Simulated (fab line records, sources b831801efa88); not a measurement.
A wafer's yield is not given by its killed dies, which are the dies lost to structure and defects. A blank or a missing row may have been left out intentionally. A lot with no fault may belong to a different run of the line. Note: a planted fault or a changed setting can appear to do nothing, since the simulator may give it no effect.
2 desks, one fault | flow sky130 | each desk holds nothing but its own numbers, with what lay behind them at the end

## DESK OF THE TOOL OWNER: pvdSputter-02
The tool's own readings at SKY_METAL3_SPUTTER_03 (material Ti, target thk 5 nm, time 3.3 s): means of the sampled wafers that have a number, for each lot that ran on this tool. Marked OUT: a lot whose mean sits more than 4 standard deviations from the usual mean, which makes it out of limits; the brackets give that distance.
Columns: A = cathodeDcPowerW at SKY_METAL3_SPUTTER_03, usual 3000.0 W; B = throttleValvePct at SKY_METAL3_SPUTTER_03, usual 30.0 %
lot  | first seen here | A      | B
L674 | day 39 11:37    | 2999.8 | 29.9
L678 | day 40 09:45    | 2999.4 | 30.6
L682 | day 41 09:01    | 2999.5 | 29.7
Finding of this desk: none of the 3 lots has anything out of limits.

## AT THE METROLOGY DESK
What the gauges read for every lot (on any tool): the sampled wafers with a number, averaged. Marked OUT: a lot whose mean sits more than 4 standard deviations from the usual mean, which makes it out of limits; the brackets give that distance.
Columns: A = VIA2_W_RS at SKY_VIA2_RS_MEAS_22, usual 0.274 ohm/sq; B = VIA2_W_THK at SKY_VIA2_THK_MEAS_23, usual 408 nm
lot  | first seen here | A     | B
L670 | day 38 06:22    | 0.277 | 404
L674 | day 39 11:05    | 0.274 | 415
L678 | day 40 09:14    | 0.278 | 408
L682 | day 41 08:31    | 0.274 | 411
L684 | day 41 18:08    | 0.273 | 406
L685 | day 41 21:34    | 0.279 | 397
Finding of this desk: none of the 6 lots has anything out of limits.

## ALL TOGETHER
The desk of the tool owner found nothing out of limits.
Metrology desk: nothing out of limits seen.

## WHAT THE SIMULATOR HAD PUT IN
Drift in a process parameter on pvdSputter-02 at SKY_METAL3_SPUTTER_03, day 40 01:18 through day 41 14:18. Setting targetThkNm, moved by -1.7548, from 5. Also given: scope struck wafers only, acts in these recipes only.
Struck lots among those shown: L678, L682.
